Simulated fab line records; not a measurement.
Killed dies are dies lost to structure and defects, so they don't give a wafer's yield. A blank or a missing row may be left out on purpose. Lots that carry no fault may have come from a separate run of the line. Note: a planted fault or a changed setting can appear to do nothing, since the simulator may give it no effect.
Matching of chambers ; flow gf180mcu ; GF_CONTACT_CVD_00 on hdpcvd-01 has 3 sister chambers
The step deposits SiO2, target thk 300 nm, time 50 s. 16 wafers are shown with their chamber, then 8 later ones without.

== WAFERS, EACH WITH ITS CHAMBER ==
wafer;chamber;pressure-mtorr (mTorr)
L219.3;2;5.997
L219.4;1;5.990
L219.5;2;6.009
L225.1;0;5.966
L225.5;2;6.012
L225.6;0;5.987
L224.2;0;6.033
L224.5;0;6.019
L224.6;1;6.019
L231.2;0;5.989
L231.3;2;6.003
L231.5;0;5.992
L232.2;2;6.010
L232.3;1;6.004
L232.5;0;5.989
L234.2;2;6.005

SIGNATURES (averages over the wafers above)
reading;chamber 0;chamber 1;chamber 2;scatter within a chamber
pressure-mtorr;5.99643;6.00433;6.00600;0.0166
Rule: for each reading, subtract the chamber's mean from the wafer's reading, divide by that reading's scatter and square the result; add these up over the readings and take the root, which gives the wafer's distance from the chamber. The wafer belongs to the nearest chamber; if the next one is less than 2 further off, it can't be placed. The scatter: take each reading less its chamber's mean, square it, sum over the shown wafers, divide by the number of wafers less the number of chambers, and take the root.

== WAFERS WITH NO CHAMBER GIVEN ==
wafer;pressure-mtorr (mTorr)
L234.3;5.987
L234.6;6.017
L235.1;5.993
L235.3;6.018
L235.4;6.002
L239.2;5.973
L239.4;5.999
L239.5;5.981

== WHICH CHAMBER EACH ONE RAN IN ==
wafer;from the rows above;in truth
L234.3;can't be placed: 0 or 1 or 2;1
L234.6;can't be placed: 2 or 1 or 0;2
L235.1;can't be placed: 0 or 1 or 2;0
L235.3;can't be placed: 2 or 1 or 0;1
L235.4;can't be placed: 1 or 2 or 0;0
L239.2;can't be placed: 0 or 1 or 2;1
L239.4;can't be placed: 0 or 1 or 2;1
L239.5;can't be placed: 0 or 1 or 2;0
Placed correctly: 0 of 8. Unplaceable from these rows: 8, with the true chamber sitting among the candidates in 8. Number placed wrongly: 0.
